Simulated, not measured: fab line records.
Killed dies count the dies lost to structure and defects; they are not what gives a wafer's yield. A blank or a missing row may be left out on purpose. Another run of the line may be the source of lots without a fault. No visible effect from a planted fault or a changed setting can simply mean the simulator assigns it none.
fab line records | flow sky130
record: lots: 6 | wafers: 18 | last_day: 51
route steps=708 shown VT_ADJUST_LVTN@102 PAD_OPEN@708
lots that met no fault: from a run of the same line without faults
start_h: hours from the record's first day to the start of the lot's first wafer shown | wait_h: hours from the lot's prior step to this one | " repeats the value in the row above | L1.1+2: a single row standing in for several wafers | - no value, or no start given | * or withheld: withheld | < > ~ a bound
route shown NAME@n: names a module that has steps shown in the file, with the first one's number in the route | usual: mean and standard deviation over wafers with no fault | same: alike in all rows | chamber/n: place in a boat | sites: per-site readings | _std_site: their standard deviation | _edge_site: the outer-site mean with the inner-site mean subtracted | radius_mm: for every site, how far away it sits from the centre of the wafer | mask NAME#n: copy n | behind: tool/chamber where the wafer was last shaped | hold: why the lot went on hold/how many hours it stayed there/how the hold came to an end | device: names the non-switching transistor (n, p or np) | end of line: tests of these same wafers at the route's end | where a step has no rows: the recipe by itself | killed: at the first sort, the dies lost to defects and structure; wafer yield is something else | map: per-die view of a wafer (x killed, . not killed, _ where there is no die)
set.NAME: the setting that was run; set.NAME@STEP: the one run at that earlier step | model.NAME: the simulator's own value behind a step, which no gauge read
lots seen at some steps along the route; tables by step, rows by wafer
services: from which hour (start_h, from the record's first day; less than 0 if before it) a tool's chamber was out of use, for how many hours, and why
== steps ==
step: SKY_VT_ADJUST_LVTN_PEB_05
recipe: temp_c: 115 | time_s: withheld
step: SKY_VT_ADJUST_LVTN_DEVELOP_06
recipe: wall_angle_deg: 90 | developer: TMAH | develop_time_s: 60 | dev_temp_c: 23
step: SKY_VT_ADJUST_LVTN_OVL_MEAS_07
usual: VT_ADJUST_LVTN_OVL: 2.2/1.4
lot.wafer | tool       | chamber | start_h | wait_h | VT_ADJUST_LVTN_OVL[nm]
L352.2    | overlay-01 | -       | 148.61  | -      | 2.3
L352.4    | "          | -       | "       | "      | 2.2
L352.5    | "          | -       | "       | "      | 4.5
L358.1    | overlay-02 | -       | 183.50  | -      | 3.2
L358.5    | "          | -       | "       | "      | 4.2
L358.6    | "          | -       | "       | "      | 2.7
L363.1    | overlay-01 | -       | 222.91  | -      | 1.4
L363.2    | "          | -       | "       | "      | 1.6
L363.5    | "          | -       | "       | "      | 1.0
L364.3    | overlay-02 | -       | 230.36  | -      | 3.6
L364.4    | "          | -       | "       | "      | 2.3
L364.6    | "          | -       | "       | "      | 4.2
L373.1    | overlay-01 | -       | 283.15  | -      | 2.1
L373.2    | "          | -       | "       | "      | 1.0
L373.3    | "          | -       | "       | "      | 2.1
L374.3    | overlay-01 | -       | 289.71  | -      | 2.0
L374.4    | "          | -       | "       | "      | 1.8
L374.6    | "          | -       | "       | "      | 0.1
step: SKY_VT_ADJUST_LVTN_IMPLANT_08
recipe: species: B | energy_kev: 30 | dose_cm2: 1.57e+12 | tilt_deg: withheld
step: SKY_VT_ADJUST_LVTN_STRIP_09
recipe: chemistry: O2/N2 | power_w: 1400 | pressure_mtorr: 1500 | platen_temp_c: withheld | o2_flow_sccm: 3000 | n2_flow_sccm: 300 | overash_fraction: 0.5
usual: drypump_motor_current_A: 5.8/0.63 | oes_product_au: 0.723/0.0053 | strip_time_to_endpoint_s: 36.97/0.12
lot.wafer | tool            | chamber | start_h | wait_h | drypump_motor_current_A | oes_product_au | rf_hours_counter_h | strip_time_to_endpoint_s
L352.2    | plasma_asher-03 | 0       | 148.79  | 0.1    | 5.6                     | 0.715          | 3                  | 36.88
L352.4    | "               | 1       | "       | "      | 6.2                     | 0.721          | -                  | 37.05
L352.5    | "               | 1       | "       | "      | 6.2                     | 0.725          | -                  | 37.00
L358.1    | plasma_asher-04 | 0       | 183.68  | 0.1    | 5.9                     | 0.723          | 30                 | 36.97
L358.5    | "               | 1       | "       | "      | 6.5                     | 0.726          | -                  | 36.91
L358.6    | "               | 0       | "       | "      | 5.9                     | 0.722          | -                  | 37.01
L363.1    | plasma_asher-03 | 1       | 223.10  | 0.1    | 6.2                     | 0.722          | 8                  | 36.89
L363.2    | "               | 0       | "       | "      | 5.6                     | 0.719          | 8                  | 36.88
L363.5    | "               | 1       | "       | "      | 6.3                     | 0.717          | -                  | 36.90
L364.3    | plasma_asher-03 | 0       | 230.56  | 0.1    | 5.6                     | 0.718          | -                  | 36.93
L364.4    | "               | 1       | "       | "      | 6.2                     | 0.724          | -                  | 36.94
L364.6    | "               | 1       | "       | "      | 6.3                     | 0.723          | -                  | 37.03
L373.1    | plasma_asher-02 | 1       | 283.33  | 0.1    | 4.7                     | 0.723          | 62                 | 36.90
L373.2    | "               | 0       | "       | "      | 6.2                     | 0.736          | 62                 | 36.83
L373.3    | "               | 0       | "       | "      | 6.2                     | 0.715          | -                  | 36.78
L374.3    | plasma_asher-02 | 0       | 289.91  | 0.1    | 6.2                     | 0.720          | -                  | 37.00
L374.4    | "               | 1       | "       | "      | 4.7                     | 0.730          | -                  | 36.99
L374.6    | "               | 1       | "       | "      | 4.7                     | 0.711          | -                  | 36.97
step: SKY_VT_ADJUST_LVTN_TW_MEAS_10
usual: VT_ADJUST_LVTN_TW: 243/3.3
lot.wafer | tool          | chamber | start_h | wait_h | VT_ADJUST_LVTN_TW
L352.2    | film_metro-03 | -       | 148.90  | 0.1    | 239
L352.4    | "             | -       | "       | "      | 240
L352.5    | "             | -       | "       | "      | 239
L358.1    | film_metro-03 | -       | 183.78  | 0.1    | 239
L358.5    | "             | -       | "       | "      | 240
L358.6    | "             | -       | "       | "      | 240
L363.1    | film_metro-04 | -       | 223.20  | 0.1    | 247
L363.2    | "             | -       | "       | "      | 247
L363.5    | "             | -       | "       | "      | 247
L364.3    | film_metro-04 | -       | 230.65  | 0.1    | 247
L364.4    | "             | -       | "       | "      | 247
L364.6    | "             | -       | "       | "      | 248
L373.1    | film_metro-04 | -       | 283.43  | 0.1    | 245
L373.2    | "             | -       | "       | "      | 247
L373.3    | "             | -       | "       | "      | 246
L374.3    | film_metro-04 | -       | 290.00  | 0.1    | 245
L374.4    | "             | -       | "       | "      | 244
L374.6    | "             | -       | "       | "      | 247
step: SKY_VT_ADJUST_LVTN_DEHYDRATE_11
recipe: temp_c: 200 | time_s: 60
step: SKY_VT_ADJUST_LVTN_HMDS_12
recipe: prime_time_s: 60 | prime_temp_c: 120
step: SKY_VT_ADJUST_LVTN_COAT_13
recipe: resist: NOVOLAK | spin_rpm: 3000 | resist_thk_nm: 1140
step: SKY_VT_ADJUST_LVTN_SOFTBAKE_14
recipe: temp_c: 90 | time_s: 60 | resist: NOVOLAK
step: SKY_VT_ADJUST_LVTN_EXPOSE_15
recipe: mask_id: HVN_STD_DERIVED | na: 0.6 | source_shape: conventional | sigma_outer: 0.6 | polarization: unpolarized | target_cd_nm: 600 | dose_mj: 163
step: SKY_VT_ADJUST_LVTN_PEB_16
recipe: temp_c: withheld | time_s: * | resist: NOVOLAK
step: SKY_VT_ADJUST_LVTN_DEVELOP_17
recipe: resist: NOVOLAK | developer: TMAH | develop_time_s: 60 | dev_temp_c: 23
usual: developer_temp_C: 23.01/0.11
lot.wafer | tool           | chamber | start_h | wait_h | developer_temp_C
L352.2    | litho_track-03 | 0       | 167.99  | 0.1    | 23.13
L352.4    | "              | 0       | "       | "      | 22.95
L352.5    | "              | 0       | "       | "      | 23.02
L358.1    | litho_track-01 | 0       | 206.40  | 0.1    | 23.03
L358.5    | "              | 0       | "       | "      | 23.01
L358.6    | "              | 0       | "       | "      | 23.01
L363.1    | litho_track-03 | 0       | 246.11  | 0.1    | 25.56
L363.2    | "              | 0       | "       | "      | 25.41
L363.5    | "              | 0       | "       | "      | 25.41
L364.3    | litho_track-03 | 0       | 254.31  | 0.1    | 25.33
L364.4    | "              | 0       | "       | "      | 25.42
L364.6    | "              | 0       | "       | "      | 25.45
L373.1    | litho_track-01 | 0       | 310.45  | 0.1    | 23.01
L373.2    | "              | 0       | "       | "      | 22.86
L373.3    | "              | 0       | "       | "      | 22.80
L374.3    | litho_track-03 | 0       | 316.71  | 0.1    | 23.10
L374.4    | "              | 0       | "       | "      | 22.94
L374.6    | "              | 0       | "       | "      | 22.82
step: SKY_VT_ADJUST_LVTN_OVL_MEAS_18
usual: VT_ADJUST_LVTN_01_OVL: 0.1/1.3
lot.wafer | tool       | chamber | start_h | wait_h | VT_ADJUST_LVTN_01_OVL[nm]
L352.2    | overlay-01 | -       | 168.12  | 0.1    | 0.2
L352.4    | "          | -       | "       | "      | 1.6
L352.5    | "          | -       | "       | "      | -1.0
L358.1    | overlay-01 | -       | 206.55  | 0.1    | 0.4
L358.5    | "          | -       | "       | "      | 0.8
L358.6    | "          | -       | "       | "      | 0.3
L363.1    | overlay-02 | -       | 246.26  | 0.1    | 0.0
L363.2    | "          | -       | "       | "      | -0.2
L363.5    | "          | -       | "       | "      | 1.1
L364.3    | overlay-01 | -       | 254.43  | 0.1    | 0.5
L364.4    | "          | -       | "       | "      | 0.0
L364.6    | "          | -       | "       | "      | 0.1
L373.1    | overlay-02 | -       | 310.60  | 0.1    | 0.2
L373.2    | "          | -       | "       | "      | 0.4
L373.3    | "          | -       | "       | "      | 2.6
L374.3    | overlay-01 | -       | 316.83  | 0.1    | 1.3
L374.4    | "          | -       | "       | "      | 0.6
L374.6    | "          | -       | "       | "      | 1.4
step: SKY_PAD_OPEN_PROBE_99
usual: killed_at_M0_to_M3: 43/7 | killed_at_M4_up: 3.1/1.5 | killed_at_contacts: 23/4.9 | killed_at_front_end: 16/3.9 | killed_at_other: 0.3/0.52 | killed_dies: 86/8.2 | killed_open: 47/6.1 | killed_short: 38/5.8
same: gross_dies: 492 | killed_at_back_side: 0
lot.wafer | tool      | chamber | start_h | wait_h | killed_at_M0_to_M3 | killed_at_M4_up | killed_at_contacts | killed_at_front_end | killed_at_other | killed_dies | killed_open | killed_short
L352.2    | prober-02 | -       | 1112.20 | 0.1    | 48                 | 2               | 25                 | 15                  | 0               | 90          | 50          | 40
L352.4    | prober-02 | -       | 1112.30 | 0.2    | 43                 | 5               | 30                 | 25                  | 0               | 103         | 59          | 44
L352.5    | prober-02 | -       | 1112.35 | 0.2    | 43                 | 3               | 26                 | 13                  | 0               | 85          | 49          | 36
L358.1    | prober-02 | -       | 1144.42 | 0.1    | 35                 | 2               | 19                 | 28                  | 0               | 84          | 40          | 44
L358.5    | prober-02 | -       | 1144.62 | 0.2    | 43                 | 2               | 17                 | 24                  | 1               | 87          | 58          | 29
L358.6    | prober-02 | -       | 1144.67 | 0.2    | 59                 | 2               | 20                 | 20                  | 0               | 101         | 54          | 47
L363.1    | prober-02 | -       | 1180.67 | 0.1    | 50                 | 3               | 24                 | 18                  | 1               | 96          | 54          | 42
L363.2    | prober-02 | -       | 1180.72 | 0.1    | 44                 | 2               | 17                 | 14                  | 1               | 78          | 49          | 29
L363.5    | prober-02 | -       | 1180.87 | 0.2    | 45                 | 3               | 18                 | 20                  | 0               | 86          | 44          | 42
L364.3    | prober-01 | -       | 1185.82 | 0.2    | 48                 | 1               | 24                 | 16                  | 1               | 90          | 51          | 39
L364.4    | prober-01 | -       | 1185.87 | 0.2    | 41                 | 3               | 17                 | 10                  | 0               | 71          | 40          | 31
L364.6    | prober-01 | -       | 1185.97 | 0.2    | 52                 | 3               | 20                 | 9                   | 0               | 84          | 46          | 38
L374.3    | prober-02 | -       | 1223.25 | 0.2    | 34                 | 4               | 26                 | 19                  | 0               | 83          | 40          | 43
L374.4    | prober-02 | -       | 1223.30 | 0.2    | 46                 | 2               | 25                 | 14                  | 0               | 87          | 48          | 39
L374.6    | prober-02 | -       | 1223.40 | 0.2    | 48                 | 5               | 19                 | 10                  | 0               | 82          | 40          | 42
L373.1    | prober-01 | -       | 1223.84 | 0.1    | 42                 | 5               | 29                 | 13                  | 0               | 89          | 53          | 36
L373.2    | prober-01 | -       | 1223.89 | 0.1    | 39                 | 2               | 21                 | 18                  | 0               | 80          | 48          | 32
L373.3    | prober-01 | -       | 1223.94 | 0.2    | 45                 | 6               | 25                 | 16                  | 0               | 92          | 50          | 42
killed by level:class
L352.2 VIA2:geometric_particle:open=9 VIA1:geometric_particle:open=7 CONTACT:geometric_particle:open=7 VIA3:geometric_particle:open=7 CONTACT:geometric_particle:short=6 METAL2:geometric_particle:short=6 POLY_GATE:geometric_particle:short=5 LI_CONTACT:geometric_particle:open=5
L352.4 LI_CONTACT:geometric_particle:open=12 CONTACT:geometric_particle:open=10 VIA3:geometric_particle:open=9 POLY_GATE:geometric_particle:open=9 METAL3:geometric_particle:short=7 POLY_GATE:geometric_particle:short=6 VIA1:geometric_particle:open=6 VIA1:geometric_particle:short=5
L352.5 VIA1:geometric_particle:open=11 CONTACT:geometric_particle:open=9 METAL2:geometric_particle:short=7 POLY_GATE:geometric_particle:open=6 LI_CONTACT:geometric_particle:open=6 VIA3:geometric_particle:open=6 VIA2:geometric_particle:open=5 VIA3:geometric_particle:short=5
L358.1 FIELD_ISO:geometric_particle:short=9 CONTACT:geometric_particle:open=8 VIA1:geometric_particle:open=6 METAL2:geometric_particle:short=6 VIA2:geometric_particle:open=5 VIA3:geometric_particle:open=5 FIELD_ISO:geometric_particle:open=4 LI_CONTACT:geometric_particle:open=4
L358.5 VIA1:geometric_particle:open=15 CONTACT:geometric_particle:open=10 VIA2:geometric_particle:open=8 LI_CONTACT:geometric_particle:open=7 METAL2:geometric_particle:short=5 FIELD_ISO:geometric_particle:open=4 FIELD_ISO:geometric_particle:short=4 VIA3:geometric_particle:open=4
L358.6 VIA1:geometric_particle:open=14 VIA3:geometric_particle:open=10 METAL2:geometric_particle:short=8 CONTACT:geometric_particle:open=8 FIELD_ISO:geometric_particle:short=7 VIA2:geometric_particle:short=7 METAL1:geometric_particle:short=7 VIA2:geometric_particle:open=6
L363.1 VIA1:geometric_particle:open=12 CONTACT:geometric_particle:open=10 VIA2:geometric_particle:open=9 POLY_GATE:geometric_particle:short=6 LI_CONTACT:geometric_particle:open=6 FIELD_ISO:geometric_particle:open=5 METAL2:geometric_particle:short=5 FIELD_ISO:geometric_particle:short=4
L363.2 VIA1:geometric_particle:open=12 LI_CONTACT:geometric_particle:open=7 VIA1:geometric_particle:short=7 FIELD_ISO:geometric_particle:open=6 CONTACT:geometric_particle:open=6 VIA2:geometric_particle:short=6 VIA2:geometric_particle:open=5 POLY_GATE:geometric_particle:short=3
L363.5 VIA1:geometric_particle:open=13 CONTACT:geometric_particle:open=6 POLY_GATE:geometric_particle:open=5 POLY_GATE:geometric_particle:short=5 VIA3:geometric_particle:short=5 VIA1:geometric_particle:short=5 METAL2:geometric_particle:short=5 FIELD_ISO:geometric_particle:open=4
L364.3 CONTACT:geometric_particle:open=12 VIA3:geometric_particle:open=10 VIA2:geometric_particle:open=8 CONTACT:geometric_particle:short=6 METAL1:geometric_particle:short=6 VIA1:geometric_particle:short=6 VIA1:geometric_particle:open=6 FIELD_ISO:geometric_particle:short=4
L364.4 VIA2:geometric_particle:open=8 METAL1:geometric_particle:short=8 CONTACT:geometric_particle:open=7 VIA1:geometric_particle:open=7 LI_CONTACT:geometric_particle:open=4 VIA2:geometric_particle:short=4 VIA3:geometric_particle:open=4 POLY_CUT:geometric_particle:open=3
L364.6 VIA3:geometric_particle:open=11 VIA1:geometric_particle:open=9 LI_CONTACT:geometric_particle:open=8 METAL1:geometric_particle:short=8 CONTACT:geometric_particle:open=6 METAL3:geometric_particle:short=6 FIELD_ISO:geometric_particle:short=5 VIA2:geometric_particle:open=5
L374.3 CONTACT:geometric_particle:open=11 METAL1:geometric_particle:short=8 LI_CONTACT:geometric_particle:open=6 LOCAL_INTERCONNECT:geometric_particle:short=6 METAL2:geometric_particle:short=5 POLY_GATE:geometric_particle:open=4 POLY_GATE:geometric_particle:short=4 VIA1:geometric_particle:open=4
L374.4 VIA1:geometric_particle:open=11 CONTACT:geometric_particle:open=9 METAL2:geometric_particle:short=7 LI_CONTACT:geometric_particle:open=6 CONTACT:geometric_particle:short=5 METAL1:geometric_particle:short=5 METAL3:geometric_particle:short=5 FIELD_ISO:geometric_particle:open=4
L374.6 VIA1:geometric_particle:open=14 METAL1:geometric_particle:short=10 LI_CONTACT:geometric_particle:open=7 CONTACT:geometric_particle:short=5 METAL4:geometric_particle:short=5 VIA1:geometric_particle:short=4 CONTACT:geometric_particle:open=4 VIA3:geometric_particle:open=4
L373.1 LI_CONTACT:geometric_particle:open=10 VIA1:geometric_particle:open=10 CONTACT:geometric_particle:open=9 VIA2:geometric_particle:open=8 FIELD_ISO:geometric_particle:short=6 METAL2:geometric_particle:short=6 CONTACT:geometric_particle:short=4 METAL4:geometric_particle:short=4
L373.2 VIA1:geometric_particle:open=11 CONTACT:geometric_particle:open=10 VIA1:geometric_particle:short=7 METAL2:geometric_particle:short=7 FIELD_ISO:geometric_particle:short=5 POLY_GATE:geometric_particle:open=5 LI_CONTACT:geometric_particle:open=5 VIA2:geometric_particle:open=5
L373.3 VIA1:geometric_particle:open=14 LI_CONTACT:geometric_particle:open=9 METAL4:geometric_particle:short=6 FIELD_ISO:geometric_particle:open=5 CONTACT:geometric_particle:short=5 VIA1:geometric_particle:short=5 VIA2:geometric_particle:open=4 CONTACT:geometric_particle:open=4
== services ==
tool            | chamber | start_h | hours | kind
plasma_asher-04 | -       | 157.23  | 10.0  | pm
plasma_asher-04 | -       | 167.23  | 3.3   | pm
plasma_asher-03 | -       | 182.87  | 28.1  | pm
plasma_asher-02 | -       | 187.87  | 1.0   | repair
plasma_asher-03 | -       | 285.26  | 1.2   | repair
plasma_asher-04 | -       | 300.29  | 2.8   | pm
== key ==
first_sign: step: SKY_VT_ADJUST_LVTN_DEVELOP_17 | reading: developer_temp_C | direction: up | sigmas: 22 | usual: * | struck: *
effect none on later readings
met_at SKY_VT_ADJUST_LVTN_DEVELOP_17
struck_wafers L363.1,L363.2,L363.5,L364.3,L364.4,L364.6
tester_left_out L363,L364
onset_between 167.99 246.11
fault: kind: process_parameter_drift | tool: litho_track-03 | chamber: - | onset_h: 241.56 | steps: SKY_VT_ADJUST_LVTN_DEVELOP_17 | channel: dev_temp_c | offset: * | shape: step | end_h: 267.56 | acts_in: * | stated: *
tester_left_out: of these lots the tester's yield and bins aren't shown, on N5 and GAA mostly nor the transistor test; their killed dies are dies lost to structure and defects alone, not to doping, threshold or leakage, so they don't give the yield
